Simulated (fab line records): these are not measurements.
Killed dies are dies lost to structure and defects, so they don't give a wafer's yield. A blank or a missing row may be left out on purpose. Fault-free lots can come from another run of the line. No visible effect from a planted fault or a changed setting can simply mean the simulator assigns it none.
Which tool was responsible? | flow gf180mcu | Sampling: 13 lots, 39 wafers, 4 of 602 route steps

## WHAT EACH GAUGE READ, for each wafer
GF_MVSD_OVL_MEAS_07. Usual: for MVSD_OVL the level is 0.5 nm and the standard deviation is 1.5.
lot  | measured     | on         | MVSD_OVL (nm)        | flag
L188 | day 4 13:00  | overlay-02 | 1.1 -0.6 0.1         | 
L189 | day 4 19:04  | overlay-01 | 1.2 0.3 1.9          | 
L190 | day 4 22:28  | overlay-01 | 2.3 1.2 0.5          | 
L191 | day 5 02:40  | overlay-01 | -1.1 -1.4 -2.0       | 
L193 | day 5 16:43  | overlay-02 | 2.6 3.4 2.6          | 
L195 | day 6 01:51  | overlay-01 | -109.0 -109.4 -112.4 | OFF
L196 | day 6 08:28  | overlay-02 | -108.9 -109.7 -108.4 | OFF
L197 | day 6 12:58  | overlay-01 | 0.3 0.4 0.3          | 
L203 | day 8 01:43  | overlay-02 | 0.0 -0.8 1.3         | 
L206 | day 9 04:37  | overlay-02 | 3.4 2.5 2.7          | 
L207 | day 9 07:22  | overlay-02 | -1.4 -1.5 -0.7       | 
L208 | day 9 13:33  | overlay-01 | 1.1 0.8 0.6          | 
L211 | day 10 02:25 | overlay-02 | -0.9 -2.0 -1.2       | 

GF_MVSD_TW_MEAS_11. Usual: for MVSD_TW the level is 1577 and the standard deviation is 15.
lot  | measured     | on           | MVSD_TW        | flag
L188 | day 4 13:26  | filmMetro-04 | 1585 1583 1582 | 
L189 | day 4 19:30  | filmMetro-04 | 1587 1597 1588 | 
L190 | day 4 22:54  | filmMetro-01 | 1587 1577 1592 | 
L191 | day 5 03:10  | filmMetro-02 | 1560 1564 1566 | 
L193 | day 5 17:10  | filmMetro-01 | 1589 1579 1587 | 
L195 | day 6 02:17  | filmMetro-02 | 1545 1563 1559 | 
L196 | day 6 08:55  | filmMetro-02 | 1562 1573 1563 | 
L197 | day 6 13:25  | filmMetro-01 | 1581 1582 1585 | 
L203 | day 8 02:10  | filmMetro-02 | 1551 1558 1548 | 
L206 | day 9 05:04  | filmMetro-02 | 1561 1558 1557 | 
L207 | day 9 07:49  | filmMetro-02 | 1560 1562 1556 | 
L208 | day 9 13:59  | filmMetro-04 | 1582 1579 1576 | 
L211 | day 10 02:52 | filmMetro-04 | 1603 1598 1603 | 

## EACH LOT AND THE TOOL THAT RAN IT (in order: tool; ch and the chambers of the sampled wafers; start)
lot  | GF_STI_CMP_25                | GF_MVSD_EXPOSE_04
L188 | cmp-01 ch 1,2,3, day 2 06:30 | ilineStepper-01 ch 0, day 4 06:42
L189 | cmp-02 ch 0,1,3, day 2 09:41 | ilineStepper-02 ch 0, day 4 12:12
L190 | cmp-01 ch 1,2,3, day 2 13:46 | ilineStepper-02 ch 0, day 4 15:37
L191 | cmp-02 ch 0,1, day 2 19:31   | ilineStepper-01 ch 0, day 4 19:56
L193 | cmp-02 ch 0,2,3, day 3 07:05 | ilineStepper-02 ch 0, day 5 09:50
L195 | cmp-01 ch 0,1,2, day 3 15:24 | ilineStepper-02 ch 0, day 5 18:53
L196 | cmp-02 ch 0,1,3, day 3 21:52 | ilineStepper-02 ch 0, day 6 01:41
L197 | cmp-02 ch 0,2,3, day 4 01:55 | ilineStepper-01 ch 0, day 6 06:35
L203 | cmp-01 ch 0,1,3, day 5 10:28 | ilineStepper-01 ch 0, day 7 18:01
L206 | cmp-01 ch 0,1,3, day 6 07:35 | ilineStepper-01 ch 0, day 8 20:28
L207 | cmp-01 ch 0,2, day 6 11:11   | ilineStepper-01 ch 0, day 8 22:49
L208 | cmp-02 ch 2,3, day 6 17:33   | ilineStepper-01 ch 0, day 9 05:33
L211 | cmp-01 ch 0,1,3, day 7 05:06 | ilineStepper-01 ch 0, day 9 18:14
- GF_STI_CMP_25: polishes, stops on Si3N4, t overpolish 33 s, target thk 524.6 nm.
- GF_MVSD_EXPOSE_04: exposes mask MVSD, target cd 1000 nm.

## WHAT THE TOOLS THEMSELVES READ (means of the sampled wafers that have a number; where no wafer has one, the mark that the record gives instead)
GF_STI_CMP_25. Usual: motorCurrentA 12.2 A, standard deviation 0.52; overpolishRunS 32.999 s, standard deviation 0.0093; timeToEndpointS 122 s, standard deviation 5.5.
lot  | tool   | motorCurrentA (A) | overpolishRunS (s) | timeToEndpointS (s) | flag
L188 | cmp-01 | 12.4              | 33.008             | 126                 | 
L189 | cmp-02 | 12.3              | 32.999             | 122                 | 
L190 | cmp-01 | 11.9              | 32.989             | 128                 | 
L191 | cmp-02 | 12.5              | 32.996             | 124                 | 
L193 | cmp-02 | 12.5              | 32.995             | 122                 | 
L195 | cmp-01 | 12.1              | 32.999             | 127                 | 
L196 | cmp-02 | 12.4              | 32.994             | 123                 | 
L197 | cmp-02 | 12.6              | 33.012             | 113                 | 
L203 | cmp-01 | 11.9              | 33.003             | 120                 | 
L206 | cmp-01 | 12.2              | 32.998             | 121                 | 
L207 | cmp-01 | 12.2              | 32.991             | 125                 | 
L208 | cmp-02 | 11.5              | 33.002             | 117                 | 
L211 | cmp-01 | 12.0              | 33.005             | 125                 | 

## THE ANSWER, worked out from the rows above alone
Rule: lot off if the mean of its wafers having a number is beyond 3 standard deviations from the usual mean. Also off: a lot with no number at a reading for which 4 or more lots have one. The other lots that the step has rows for count as sound. Order of review: gauges by route order, followed by the tools' own readings, for which a lot's mean as printed above is used. At the first step where some lot is off, the reading lying furthest off is the one used; lots without a number count as furthest.
Off: L195, L196, at GF_MVSD_OVL_MEAS_07 (MVSD_OVL).
A tool fits if, at a process step before that reading, it ran every lot that is off, and no sound lot after the first of them. Gauges at GF_MVSD_OVL_MEAS_07: tried the same way as those tools. One fits: GF_MVSD_EXPOSE_04 on ilineStepper-02. A fault onset in the window from L193 (day 5 09:50, its last sound lot) to L195 (day 5 18:53, its first lot off) fits.

## WHAT WAS PUT IN BY THE SIMULATOR
Scanner matching overlay: ilineStepper-02, from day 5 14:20 on, at GF_MVSD_EXPOSE_04. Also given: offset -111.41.
Lots struck among those shown: L195, L196. Same finding as the rule above.
